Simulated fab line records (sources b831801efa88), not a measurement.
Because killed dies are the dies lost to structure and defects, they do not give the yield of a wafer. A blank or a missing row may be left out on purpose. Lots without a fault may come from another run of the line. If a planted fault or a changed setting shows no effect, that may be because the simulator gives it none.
2 desks, one fault | flow sky130 | each desk has only its own numbers; what lay behind them comes last

THE TOOL OWNER'S DESK: rieMetal-02
The tool's own readings at SKY_METAL4_METAL_ETCH_18 (etches the open film in Cl2/BCl3, stops on SiO2, target depth 845 nm, time 183.1 s): means of the sampled wafers that have a number, for each lot that ran on this tool. Any lot whose mean is over 4 standard deviations away from the usual mean is out of limits and marked OUT; that distance is given in the brackets.
Columns: A = chamberPressureMTorr at SKY_METAL4_METAL_ETCH_18, usual 9.999 mTorr; B = drypumpMotorCurrentA at SKY_METAL4_METAL_ETCH_18, usual 6.0 A; C = oesProductAu at SKY_METAL4_METAL_ETCH_18, usual 0.865 a.u.; D = throttleValvePct at SKY_METAL4_METAL_ETCH_18, usual 22.265 %
lot  | first seen here | A                       | B   | C     | D
L672 | day 44 04:08    | 9.994                   | 5.9 | 0.873 | 22.267
L676 | day 45 02:55    | 7.994 (-99 or more) OUT | 5.9 | 0.869 | 22.270
L677 | day 46 04:20    | 7.999 (-99 or more) OUT | 5.6 | 0.873 | 22.260
Finding of this desk: L676, L677 out of limits; the first was L676 at day 45 02:55, on chamberPressureMTorr at SKY_METAL4_METAL_ETCH_18. L672: within limits.

THE METROLOGY DESK
Lot by lot, what the gauges showed, no matter which tool ran the lot: averages of those sampled wafers that carry a number. Any lot whose mean is over 4 standard deviations away from the usual mean is out of limits and marked OUT; that distance is given in the brackets.
Columns: A = cdNm at SKY_METAL4_CD_MEAS_13, usual 300.2 nm; B = METAL4_OVL at SKY_METAL4_OVL_MEAS_14, usual -1 nm
lot  | first seen here | A     | B
L672 | day 44 03:50    | 300.9 | 3
L676 | day 45 02:30    | 300.7 | -4
L679 | day 45 23:04    | 299.2 | -4
L680 | day 45 23:23    | 299.7 | 4
L677 | day 46 04:01    | 300.5 | 1
L687 | day 47 14:41    | 299.5 | -4
This desk's finding: nothing out of limits on any of the 6 lots.

PUT TOGETHER
At day 45 02:55, on L676, L677, the tool owner's desk was in a position to raise an alarm.
At the metrology desk, nothing out of limits was observed.
The metrology desk holds a record of L676, L677, inside its limits.
All the named lots went through SKY_METAL4_METAL_ETCH_18 on rieMetal-02.

WHAT THE SIMULATOR HAD PUT IN
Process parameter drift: rieMetal-02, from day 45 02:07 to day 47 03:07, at SKY_METAL4_METAL_ETCH_18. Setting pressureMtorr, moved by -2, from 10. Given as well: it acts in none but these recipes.
Shown lots that were struck: L676, L677.
Each desk's first reading out of limits, in hours after the fault started: the tool owner's desk, 1.
